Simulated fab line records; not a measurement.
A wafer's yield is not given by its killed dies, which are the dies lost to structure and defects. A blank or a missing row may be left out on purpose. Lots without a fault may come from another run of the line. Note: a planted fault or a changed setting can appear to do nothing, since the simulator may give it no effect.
Matching of chambers ; flow sky130 ; SKY_FIELD_ISO_CMP_27 on cmp-02 has 4 sister chambers
The step polishes, stops on Si3N4, t overpolish 16 s, target thk 457.8 nm. 8 wafers are shown with their chamber, then 8 later ones without.

WAFERS WITH THEIR CHAMBER
wafer;chamber;motorCurrentA (A);timeToEndpointS (s)
L078.2;0;10.9;116
L078.4;3;11.0;117
L081.1;3;10.8;107
L081.3;0;10.3;106
L085.2;1;12.4;113
L085.3;2;9.6;114
L085.5;2;9.6;118
L086.1;1;11.8;105

WAFERS WITH NO CHAMBER GIVEN
wafer;motorCurrentA (A);timeToEndpointS (s)
L086.4;10.8;103
L086.5;10.6;106
L089.1;11.9;109
L089.2;9.7;111
L089.4;10.3;107
L091.1;9.6;113
L091.2;10.8;102
L091.3;10.5;109

WHICH CHAMBER EACH WENT THROUGH
wafer;from the rows above;in truth
L086.4;can't be placed: 0 or 3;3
L086.5;can't be placed: 0 or 3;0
L089.1;1;1
L089.2;2;2
L089.4;can't be placed: 0 or 3 or 2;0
L091.1;2;2
L091.2;can't be placed: 0 or 3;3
L091.3;can't be placed: 0 or 3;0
Placed correctly: 3 of 8. Unplaceable from these rows: 5, with the true chamber sitting among the candidates in 5. Wrongly placed: 0.
How it was worked out, from the rows above alone: a wafer's distance from a chamber is the root of the sum, over the readings, of the square of ((its reading less the chamber's mean) divided by the reading's scatter). The wafer belongs to the nearest chamber; if the next one is less than 2 further off, it can't be placed. A chamber's mean is the mean of its shown wafers. The scatter: the root of (the sum of the squares of (reading less its chamber's mean) over the shown wafers, divided by (wafers less chambers)).
